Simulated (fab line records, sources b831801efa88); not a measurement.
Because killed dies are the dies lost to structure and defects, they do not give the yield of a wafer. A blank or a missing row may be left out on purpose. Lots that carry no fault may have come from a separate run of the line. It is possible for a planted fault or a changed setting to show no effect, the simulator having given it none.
Problem report, 8D (eight disciplines) form, completed by code / flow sky130 / the parts of the form that need people (team, actions taken, sign-off) are left out

1. THE ISSUE
Mean of strip time to endpoint s at SKY_NWELL_STRIP_25: 30.71 s across 6 wafers in 2 lots; on wafers with no fault it is 36.95 s (standard deviation 0.1). Measured from the usual mean, that is -62 standard deviations.
The step: strips in O2/N2.
The first sign was on wafer L697.2 at day 8 07:34, on plasma asher-03. Wafers with a number at this step in the record: 36, from 12 lots. Rule for "out", or "out of limits": more than 4 standard deviations from the usual mean. All remaining wafers that have a number are taken as sound.

2. WHAT IT IS; WHAT IT IS NOT
question=which readings at this step | is=strip time to endpoint s | is not=drypump motor current A
question=which lots | is=L697, L699 | is not=L685, L686, L688, L690, L691, L701, L702, L703, L705, L707
question=which wafers of those lots | is=all that have a number | is not=-
question=read on which tools | is=plasma asher-03, plasma asher-04 | is not=plasma asher-01
question=when | is=from day 8 07:34 | is not=up to then (15 sound wafers); but 15 sound wafers of L701, L702, L703, L705, L707 came after

3. THE SUSPECTS, EACH WITH WHAT RULES IT OUT
Counting: a tool at a process step up to the reading stays a suspect if it ran every lot that is out and no sound lot after the first of them.
- litho track-01 at SKY_NWELL_COAT_18 (resist thk 3000 nm): kept. Every lot that is out went through it, starting with L697 (day 7 21:02), and after that it ran no sound lot; the last sound lot it ran before then is L690 (day 6 03:54).
Left after counting: litho track-01 at SKY_NWELL_COAT_18.

4. THE CAUSE (what the simulator had put in)
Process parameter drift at SKY_NWELL_COAT_18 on litho track-01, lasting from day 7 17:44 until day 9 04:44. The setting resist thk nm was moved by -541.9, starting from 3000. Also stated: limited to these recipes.
After counting, this tool was the only one left.

5. SEQUENCE OF EFFECTS, ordered by route
Each row: a reading where the mean over the struck wafers with a number is more than 3 standard deviations away from the usual. Scope: only readings with a usual standard deviation given in the record; hours: median across lots of the time from each lot's start at the first step in this table that gives one to its start at this step; sigmas: change in usual standard deviations.
hours=0; step=SKY_NWELL_STRIP_25; reading=strip time to endpoint s; usual=36.95 s; on struck wafers=30.71; change=-6.24; sigmas=-62
Here are the process steps it includes:
- SKY_NWELL_STRIP_25: strips in O2/N2.
Later measuring or inspecting steps at which every struck wafer that the step has a row for has a number for every such reading, and none has moved that far: SKY_SONOS_ONO_OVL_MEAS_14.

6. HOW IT WOULD HAVE BEEN CAUGHT EARLIER
In this record no reading fell out of limits until day 8 07:34, 14 hours after the fault had begun at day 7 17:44.
Lots out: 2; of these, L699 started SKY_NWELL_COAT_18 on litho track-01 after day 8 07:34. Putting the tool on hold at that point would have spared it.
